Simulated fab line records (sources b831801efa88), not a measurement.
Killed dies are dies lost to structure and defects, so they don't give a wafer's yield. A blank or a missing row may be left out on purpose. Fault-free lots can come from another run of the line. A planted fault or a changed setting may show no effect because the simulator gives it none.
Problem report in the 8D (eight disciplines) form, filled by code :: flow sky130 :: the parts of the form that need people (team, actions taken, sign-off) are left out

== 1. WHAT IS WRONG ==
Wafers without a fault read 20.000, standard deviation 0.0065; beam_energy_keV at SKY_LDD_N_IMPLANT_11 reads a mean of 19.549 on 6 wafers belonging to 2 lots. That puts it -69 standard deviations away from the usual mean.
First observed at day 23 17:48: wafer L702.1, on implanter-02. Wafers with a number at this step in the record: 42, from 14 lots. Rule for "out" (also "out of limits"): further than 4 standard deviations from the usual mean. All remaining wafers that have a number are taken as sound.

== 2. WHAT IT IS, AND WHAT IT ISN'T ==
question: which readings at this step
is: beam_energy_keV
is not: -

question: which lots
is: L702, L703
is not: L688, L689, L690, L692, L693, L694, L695, L696, L697, L698, L699, L707

question: which wafers of those lots
is: all that have a number
is not: -

question: read on which tools
is: implanter-02
is not: implanter-01, implanter-03

question: when
is: from day 23 17:48
is not: up to then (33 sound wafers); but 3 sound wafers of L707 came after

== 3. SUSPECTS, AND WHAT RULES EACH OUT ==
Counting: a tool stays on the suspect list if, at a process step up to the reading, it processed all lots that are out and no sound lot following the first of them.
- implanter-02 at SKY_LDD_N_IMPLANT_11: kept. It ran every lot that is out, first L702 (day 23 17:48), and no sound lot after that; its last sound lot up to then is L698 (day 22 15:19). Its own readings are out on those wafers: beam_energy_keV.
Left after counting: implanter-02 at SKY_LDD_N_IMPLANT_11.

== 4. THE CAUSE (what the simulator had put in) ==
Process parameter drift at SKY_LDD_N_IMPLANT_11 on implanter-02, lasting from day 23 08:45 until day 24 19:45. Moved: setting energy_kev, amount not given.
After counting, this tool was the only one left.

== 5. SEQUENCE OF EFFECTS, ordered by route ==
Each row: a reading where the mean over the struck wafers with a number is more than 3 standard deviations away from the usual. Only readings for which the record gives a usual standard deviation are gone through. hours: the time from each lot's start at the first step in this table that gives one to its start at this step, as a median over the lots. sigmas: the change in usual standard deviations.
hours: 0
step: SKY_LDD_N_IMPLANT_11
reading: beam_energy_keV
usual: 20.000
on struck wafers: 19.549
change: -0.451
sigmas: -69
It contains these process steps:
- SKY_LDD_N_IMPLANT_11

== 6. HOW IT WOULD HAVE BEEN CAUGHT EARLIER ==
In this record the first reading out of limits was taken at day 23 17:48, 9 hours after the fault began at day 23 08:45.
